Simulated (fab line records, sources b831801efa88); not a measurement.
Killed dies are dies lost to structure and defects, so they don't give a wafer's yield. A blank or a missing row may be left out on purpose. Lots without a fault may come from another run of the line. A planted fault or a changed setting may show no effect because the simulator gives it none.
A struck lot beside a sound one | flow gf180mcu | 17 steps out of a route of 602
Sound: wafers L883.1, L883.3, L883.4. Struck: wafer L893.6. (L893.3 of the same lot was not struck and is left out.) The cause comes at the end.
At each step with rows: each side's tool, then ch and its chambers, then its first start. Under that, the readings that differ: sound wafers | struck wafers | difference of the means | sigmas: that difference in standard deviations of wafers without a fault.
alike: readings whose means differ by less than 2 such deviations, and words and numbers that are the same on both sides. not compared: withheld readings, readings that some wafer has no value for, bounds like >300 that may hide the same value, and numbers for which the record gives no deviation and whose values overlap.
The two part at a step that has a row with sigmas, a row that says differs or no value, or rows on one side only. Numbers that don't overlap but have no deviation are shown without sigmas and don't part them. A reading that every wafer of one side lacks parts them only if that side has two wafers or more.

first, 3 steps without rows for these wafers: GF_V4_EXPOSE_11 (exposes mask Via4, target cd 260 nm); GF_V4_PEB_12 (peb time 90 s); GF_V4_DEVELOP_13 (develop time 60 s).
GF_V4_CD_MEAS_14: target cd 260 nm.
  sound on cd_sem-01, day 24 22:31; struck on cd_sem-01, day 28 08:46
  alike: cd_nm
GF_V4_OVL_MEAS_15:
  sound on overlay-02, day 24 22:38; struck on overlay-01, day 28 08:51
  alike: V4_OVL
GF_V4_ETCH_16: etches BARC in N2/H2.
  sound on rie_diel-04 ch 0,2,3, day 24 22:41; struck on rie_diel-04 ch 1, day 28 08:53
  alike: drypump_motor_current_A, oes_product_au, throttle_valve_pct
GF_V4_ETCH_17: etches SiO2 in C4F8/O2/Ar, stops on TiN, target depth 630 nm.
  sound on rie_diel-04 ch 0,2,3; struck on rie_diel-04 ch 1
  alike: oes_product_au
GF_V4_STRIP_18: strips in O2/N2.
  sound on plasma_asher-04 ch 0,1, day 24 22:49; struck on plasma_asher-03 ch 0, day 28 09:02
  reading                     | sound       | struck | difference | sigmas
  drypump_motor_current_A (A) | 5.1 5.6 5.0 | 6.3    | +1.1       | +2
  alike: heater_power_w, oes_product_au, platen_temp_c
  not compared: rf_hours_counter_h
then, 3 steps without rows for these wafers: GF_V4_STRIP_19 (strips in post etch residue remover, time 1200 s); GF_V4_CLEAN_20 (cleans in DIW); GF_V4_SPUTTER_21 (material Ti, target thk 15 nm, time 80.02 s).
GF_V4_SPUTTER_22: material TiN, target thk 10 nm, time 40 s.
  sound on pvd_sputter-04, day 24 23:24; struck on pvd_sputter-01, day 28 09:37
  alike: throttle_valve_pct
GF_V4_CVD_23: deposits W, target thk 350 nm, time 104.9 s.
  sound on cvd_w-01 ch 0,1, day 24 23:26; struck on cvd_w-02 ch 1, day 28 09:41
  reading                          | sound             | struck | difference | sigmas
  chamber_pressure_Torr (Torr)     | 39.92 39.98 40.13 | 36.32  | -3.69      | -42
  model.W_of_V4_CVD_23.thk_nm (nm) | 353.7 352.7 350.6 | 326.9  | -25.4      |
  alike: heater_power_w, susceptor_temp_C
GF_V4_RS_MEAS_24: measures by four-point-probe.
  sound on film_metro-02, day 24 23:33; struck on film_metro-01, day 28 09:49
  reading          | sound             | struck | difference | sigmas
  V4_W_RS (ohm/sq) | 0.324 0.325 0.327 | 0.350  | +0.025     | +6
GF_V4_THK_MEAS_25: measures by xrf.
  sound on film_metro-02, day 24 23:40; struck on film_metro-01, day 28 09:55
  reading       | sound       | struck | difference | sigmas
  V4_W_THK (nm) | 355 354 349 | 331    | -22        | -4
GF_V4_CMP_26: polishes, stops on SiO2, t overpolish 15 s, target thk 0 nm.
  sound on cmp-01 ch 0,1,3, day 24 23:50; struck on cmp-01 ch 0, day 28 09:57
  alike: motor_current_A, platen_rpm
then, 1 step without rows for these wafers: GF_PASSIVATION_PROBE_99.

WHERE THEY PART
First at GF_V4_STRIP_18; last, within this record, at GF_V4_THK_MEAS_25. Later steps at which nothing parts them and some readings are alike: GF_V4_CMP_26.

WHY: what the simulator had put in
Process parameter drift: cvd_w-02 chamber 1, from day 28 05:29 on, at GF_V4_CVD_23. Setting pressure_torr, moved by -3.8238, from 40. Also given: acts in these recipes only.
